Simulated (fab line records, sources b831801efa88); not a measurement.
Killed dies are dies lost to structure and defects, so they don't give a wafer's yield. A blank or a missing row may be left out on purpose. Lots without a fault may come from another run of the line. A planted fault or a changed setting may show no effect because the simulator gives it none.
fab line records | flow sky130
record lots=13 wafers=39 last_day=50
route steps=708 shown VT_ADJUST_LVTN@117 VT_ADJUST_NCORE@129 PAD_OPEN@708
lots that met no fault: from a run of the same line without faults
start_h: hours from the record's first day to the start of the lot's first wafer shown | wait_h: hours since the lot's step before | " the same as in the row above | L1.1+2: a row that stands for several wafers | - no value, or no start given | * or withheld: withheld | < > ~ a bound
route shown NAME@n: a module of which the file shows steps, and the number in the route of the first | usual: mean/standard deviation of fault-free wafers | same: alike in all rows | chamber/n: place in a boat | sites: the reading at each site | _std_site: their standard deviation | _edge_site: outer sites' mean less inner sites' | radius_mm: how far each site lies from the wafer's centre | mask NAME#n: copy n | behind: the tool/chamber that last shaped the wafer | hold: why the lot was held/for how many hours/how that ended | device: the transistor (n, p or np) that didn't switch | end of line: the same wafers' tests at the end of the route | a step without rows: its recipe alone | killed: dies lost to structure and defects at the first sort, not the wafer's yield | map: a wafer's dies, x killed, . not, _ none there
set.NAME: the setting as run; set.NAME@STEP: as run at that earlier step | model.NAME: the simulator's own value behind a step, which no gauge read
steps of the route over a sample of lots; a table a step, a row a wafer
services: from which hour (start_h, from the record's first day; less than 0 if before it) a tool's chamber was out of use, for how many hours, and why
## steps
# step SKY_VT_ADJUST_LVTN_STRIP_20
# recipe chemistry=O2/N2 power_w=1400 pressure_mtorr=1500 platen_temp_c=withheld o2_flow_sccm=3000 n2_flow_sccm=300 overash_fraction=0.5
# usual chamber_pressure_mTorr=1499.8/1.4 drypump_motor_current_A=5.9/0.45 o2_flow_sccm=3000/8.7 oes_product_au=0.716/0.0047 strip_time_to_endpoint_s=14.18/0.032
# columns lot.wafer tool chamber start_h wait_h chamber_pressure_mTorr drypump_motor_current_A o2_flow_sccm oes_product_au rf_hours_counter_h strip_time_to_endpoint_s
L943.1 plasma_asher-01 1 166.96 0.1 1500.8 5.9 2996 0.719 36 14.17
L943.4 " 0 " " 1501.1 6.1 2988 0.720 - 14.18
L943.6 " 0 " " 1499.5 6.1 2999 0.719 - 14.14
L945.1 plasma_asher-01 1 182.07 0.1 1497.8 6.0 3006 0.703 37 14.26
L945.3 " 1 " " 1496.2 6.0 3012 0.714 - 14.19
L945.6 " 1 " " 1499.4 6.0 3009 0.720 - 14.21
L947.2 plasma_asher-02 0 198.37 0.1 1499.2 6.4 2995 0.717 51 14.17
L947.3 " 0 " " 1500.7 6.4 2983 0.725 - 14.18
L947.4 " 1 " " 1500.3 5.1 2995 0.717 - 14.18
L949.3 plasma_asher-03 1 211.14 0.1 1498.8 5.9 2993 0.707 - 14.21
L949.4 " 0 " " 1500.0 5.7 3003 0.715 - 14.17
L949.5 " 1 " " 1501.6 5.9 2992 0.719 - 14.17
L952.2 plasma_asher-01 0 227.08 0.1 1500.9 6.2 3003 0.714 42 14.20
L952.3 " 1 " " 1499.9 5.9 3002 0.714 - 14.23
L952.4 " 0 " " 1499.5 6.1 2992 0.718 - 14.24
L953.2 plasma_asher-01 1 235.86 0.1 1498.5 6.0 2995 0.711 43 14.17
L953.3 " 1 " " 1497.9 6.0 2991 0.716 - 14.14
L953.6 " 1 " " 1502.0 6.0 2992 0.710 - 14.21
L954.1 plasma_asher-02 0 243.83 0.1 1498.8 6.4 2993 0.720 55 14.23
L954.2 " 1 " " 1499.9 5.1 2995 0.719 55 14.22
L954.4 " 0 " " 1501.3 6.4 2998 0.711 - 14.19
L956.2 plasma_asher-01 0 259.18 0.1 1499.1 6.1 3002 0.711 45 14.13
L956.4 " 1 " " 1500.1 5.9 3008 0.718 - 14.15
L956.6 " 0 " " 1499.9 6.2 2999 0.712 - 14.14
L958.3 plasma_asher-01 1 269.15 0.1 1502.8 5.9 3002 0.713 - 14.14
L958.5 " 0 " " 1502.4 6.1 3001 0.719 - 14.15
L958.6 " 1 " " 1501.1 5.9 2999 0.714 - 14.12
L962.1 plasma_asher-02 0 299.66 0.1 - - - - - -
L962.2 " 1 " " - - - - - -
L962.3 " 1 " " - - - - - -
L963.4 plasma_asher-01 0 308.82 0.1 - - - - - -
L963.5 " 1 " " - - - - - -
L963.6 " 0 " " - - - - - -
L964.3 plasma_asher-01 1 312.47 0.1 1501.1 5.9 2991 0.711 - 14.14
L964.4 " 0 " " 1497.9 6.1 2994 0.720 - 14.16
L964.5 " 1 " " 1498.8 5.9 2997 0.711 - 14.17
L965.1 plasma_asher-03 1 321.68 0.1 1497.8 5.9 2996 0.716 65 14.19
L965.2 " 0 " " 1500.2 5.7 3000 0.712 65 14.19
L965.6 " 1 " " 1498.4 5.9 3003 0.728 - 14.19
# step SKY_VT_ADJUST_NCORE_STRIP_10
# recipe chemistry=O2/N2 power_w=1400 pressure_mtorr=1500 platen_temp_c=withheld o2_flow_sccm=3000 n2_flow_sccm=300 overash_fraction=0.5
# usual chamber_pressure_mTorr=1499.8/2 drypump_motor_current_A=6.1/0.36 o2_flow_sccm=3001/8.3 oes_product_au=0.715/0.0049 strip_time_to_endpoint_s=14.19/0.046
# columns lot.wafer tool chamber start_h wait_h chamber_pressure_mTorr drypump_motor_current_A o2_flow_sccm oes_product_au rf_hours_counter_h strip_time_to_endpoint_s
L943.1 plasma_asher-01 1 188.35 0.1 1499.5 5.9 2990 0.709 38 14.15
L943.4 " 1 " " 1498.5 6.0 3005 0.714 - 14.13
L943.6 " 0 " " 1503.3 6.1 3004 0.711 - 14.13
L945.1 plasma_asher-04 0 204.15 0.1 1499.3 6.2 2999 0.719 8 14.25
L945.3 " 1 " " 1500.7 6.3 3000 0.717 - 14.22
L945.6 " 1 " " 1499.2 6.3 3000 0.707 - 14.19
L947.2 plasma_asher-02 1 221.20 0.1 1502.2 5.1 3001 0.717 53 14.13
L947.3 " 0 " " 1500.1 6.4 3004 0.712 - 14.16
L947.4 " 1 " " 1498.3 5.1 3000 0.721 - 14.16
L949.3 plasma_asher-01 0 234.23 0.1 1500.6 6.1 3009 0.713 - 14.25
L949.4 " 1 " " 1499.9 6.0 3003 0.716 - 14.23
L949.5 " 1 " " 1502.3 6.0 3002 0.714 - 14.21
L952.2 plasma_asher-02 1 249.90 0.1 1500.9 5.1 2988 0.714 56 14.20
L952.3 " 1 " " 1500.4 5.1 3009 0.719 - 14.18
L952.4 " 0 " " 1501.4 6.4 2986 0.709 - 14.22
L953.2 plasma_asher-04 1 259.60 0.1 1500.7 6.3 3008 0.707 14 14.20
L953.3 " 1 " " 1499.4 6.2 3008 0.709 - 14.18
L953.6 " 1 " " 1500.5 6.2 3013 0.725 - 14.21
L954.1 plasma_asher-04 0 267.75 0.1 1498.9 6.2 3005 0.720 14 14.18
L954.2 " 1 " " 1498.3 6.2 2996 0.722 14 14.11
L954.4 " 1 " " 1499.2 6.3 3001 0.717 - 14.17
L956.2 plasma_asher-04 0 284.43 0.1 1500.0 6.2 3021 0.723 16 14.25
L956.4 " 1 " " 1500.6 6.2 2983 0.720 - 14.23
L956.6 " 0 " " 1497.8 6.2 3015 0.708 - 14.26
L958.3 plasma_asher-04 0 294.69 0.1 1497.8 6.1 2990 0.715 - 14.12
L958.5 " 1 " " 1497.1 6.2 2997 0.718 - 14.12
L958.6 " 0 " " 1499.4 6.2 3010 0.709 - 14.17
L962.1 plasma_asher-02 1 326.60 0.1 1501.2 5.1 3003 0.730 63 31.31
L962.2 " 0 " " 1497.1 6.4 3023 0.709 63 31.26
L962.3 " 1 " " 1501.8 5.1 2995 0.716 - 31.22
L963.4 plasma_asher-01 0 335.48 0.1 1499.4 6.2 2992 0.725 - 31.33
L963.5 " 0 " " 1499.9 6.2 2988 0.719 - 31.37
L963.6 " 1 " " 1501.5 5.9 3000 0.717 - 31.37
L964.3 plasma_asher-01 0 339.72 0.1 1499.9 6.1 2999 0.715 - 14.24
L964.4 " 1 " " 1499.1 6.0 2998 0.718 - 14.21
L964.5 " 1 " " 1501.7 6.0 3001 0.707 - 14.29
L965.1 plasma_asher-01 1 348.53 0.1 1497.7 5.9 3002 0.712 54 14.20
L965.2 " 0 " " 1482.4 6.2 2988 0.717 54 14.22
L965.6 " 1 " " 1498.6 5.9 3001 0.715 - 14.20
# step SKY_VT_ADJUST_NCORE_TW_MEAS_11
# usual VT_ADJUST_NCORE_TW=218.7/1.7
# columns lot.wafer tool chamber start_h wait_h hold VT_ADJUST_NCORE_TW
L943.1 film_metro-01 - 188.45 0.1 - 218.6
L943.4 " - " " - 219.6
L943.6 " - " " - 218.1
L945.1 film_metro-01 - 204.25 0.1 - 219.3
L945.3 " - " " - 219.3
L945.6 " - " " - 219.8
L947.2 film_metro-04 - 221.31 0.1 - 214.4
L947.3 " - " " - 215.8
L947.4 " - " " - 214.8
L949.3 film_metro-02 - 234.32 0.1 - 218.9
L949.4 " - " " - 219.1
L949.5 " - " " - 219.8
L952.2 film_metro-01 - 250.01 0.1 - 220.4
L952.3 " - " " - 221.8
L952.4 " - " " - 220.7
L953.2 film_metro-02 - 259.71 0.1 - 218.6
L953.3 " - " " - 219.6
L953.6 " - " " - 218.9
L954.1 film_metro-04 - 267.85 0.1 - 215.5
L954.2 " - " " - 214.7
L954.4 " - " " - 215.4
L956.2 film_metro-02 - 284.54 0.1 - 218.8
L956.4 " - " " - 219.4
L956.6 " - " " - 220.7
L958.3 film_metro-01 - 294.77 0.1 - 218.4
L958.5 " - " " - 218.4
L958.6 " - " " - 219.5
L962.1 film_metro-01 - 326.70 0.1 await_dispo/0.2h/release 30.0
L962.2 " - " " await_dispo/0.2h/release 30.1
L962.3 " - " " await_dispo/0.2h/release 30.1
L962.1 film_metro-01 - 326.92 0.2 - 30.2
L962.2 " - " " - 29.9
L962.3 " - " " - 29.8
L963.4 film_metro-02 - 335.58 0.1 await_dispo/0.2h/release 30.2
L963.5 " - " " await_dispo/0.2h/release 30.0
L963.6 " - " " await_dispo/0.2h/release 30.1
L963.4 film_metro-02 - 335.80 0.2 - 30.2
L963.5 " - " " - 30.0
L963.6 " - " " - 30.1
L964.3 film_metro-04 - 339.80 0.1 - 217.3
L964.4 " - " " - 217.3
L964.5 " - " " - 217.0
L965.1 film_metro-04 - 348.63 0.1 - 217.1
L965.2 " - " " - 217.9
L965.6 " - " " - 217.2
# step SKY_PAD_OPEN_PROBE_99
# usual defect_limited_yield=82.5/1.7 killed_at_M0_to_M3=43/6.7 killed_at_M4_up=3.2/1.8 killed_at_contacts=24/4.8 killed_at_front_end=16/4.2 killed_at_other=0.3/0.56 killed_dies=86/8.5 killed_on_rim=17/3.9 killed_open=47/6.7 killed_short=39/6 sort_bin_3_pad_short=0.9/0.45 sort_bin_5_function=10.3/1.6 sort_bin_6_memory=6.3/1 sort_n_pass=406/8.5 sort_yield_pct=82.5/1.7
# same gross_dies=492 killed_at_back_side=0 sort_bin_4_leakage[%]=0 sort_bin_8_speed[%]=0
# columns lot.wafer tool chamber start_h wait_h defect_limited_yield[%] killed_at_M0_to_M3 killed_at_M4_up killed_at_contacts killed_at_front_end killed_at_other killed_dies killed_on_rim killed_open killed_short sort_bin_3_pad_short[%] sort_bin_5_function[%] sort_bin_6_memory[%] sort_n_pass sort_yield_pct[%]
L958.3 prober-01 - 1163.80 0.2 83.5 44 2 21 14 0 81 18 47 34 0.6 9.3 6.5 411 83.5
L958.5 prober-01 - 1163.90 0.2 80.3 48 3 29 17 0 97 24 57 40 0.6 12.2 6.9 395 80.3
L958.6 prober-01 - 1163.95 0.2 85.2 38 2 19 14 0 73 16 35 38 0.8 7.7 6.3 419 85.2
# killed by level:class
L958.3 VIA1:geometric_particle:open=9 CONTACT:geometric_particle:open=7 VIA1:geometric_particle:short=7 VIA2:geometric_particle:open=7 LI_CONTACT:geometric_particle:open=6 VIA2:geometric_particle:short=5 VIA3:geometric_particle:open=5 FIELD_ISO:geometric_particle:open=4
L958.5 CONTACT:geometric_particle:open=14 VIA1:geometric_particle:open=13 VIA2:geometric_particle:open=8 CONTACT:geometric_particle:short=6 VIA3:geometric_particle:open=6 FIELD_ISO:geometric_particle:short=5 POLY_GATE:geometric_particle:open=4 LOCAL_INTERCONNECT:geometric_particle:short=4
L958.6 VIA1:geometric_particle:open=9 CONTACT:geometric_particle:short=8 VIA2:geometric_particle:open=6 FIELD_ISO:geometric_particle:open=4 LI_CONTACT:geometric_particle:open=4 CONTACT:geometric_particle:open=4 METAL2:geometric_particle:short=4 VIA2:geometric_particle:short=4
## services
# columns tool chamber start_h hours kind
plasma_asher-03 - 235.80 0.3 repair
plasma_asher-01 - 318.65 0.9 repair
plasma_asher-04 - 340.54 4.7 repair
## key
first_sign step=SKY_VT_ADJUST_LVTN_STRIP_20 reading=tool_record direction=missing
effect step=SKY_VT_ADJUST_NCORE_STRIP_10 reading=strip_time_to_endpoint_s direction=up sigmas=99+ usual=* struck=*
effect step=SKY_VT_ADJUST_NCORE_TW_MEAS_11 reading=visit direction=added
effect step=SKY_VT_ADJUST_NCORE_TW_MEAS_11 reading=VT_ADJUST_NCORE_TW direction=down sigmas=99+ usual=218.7 struck=30.1
met_at SKY_VT_ADJUST_LVTN_STRIP_20
struck_lots L962,L963
scrapped_behind SKY_VT_ADJUST_NCORE_TW_MEAS_11 L962.1,L962.2,L962.3,L963.4,L963.5,L963.6
onset_between 269.15 299.66
fault kind=skipped_step_whole tool=plasma_asher-01,plasma_asher-02 chamber=- onset_h=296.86 steps=SKY_VT_ADJUST_LVTN_STRIP_20 scope=struck_lots_only
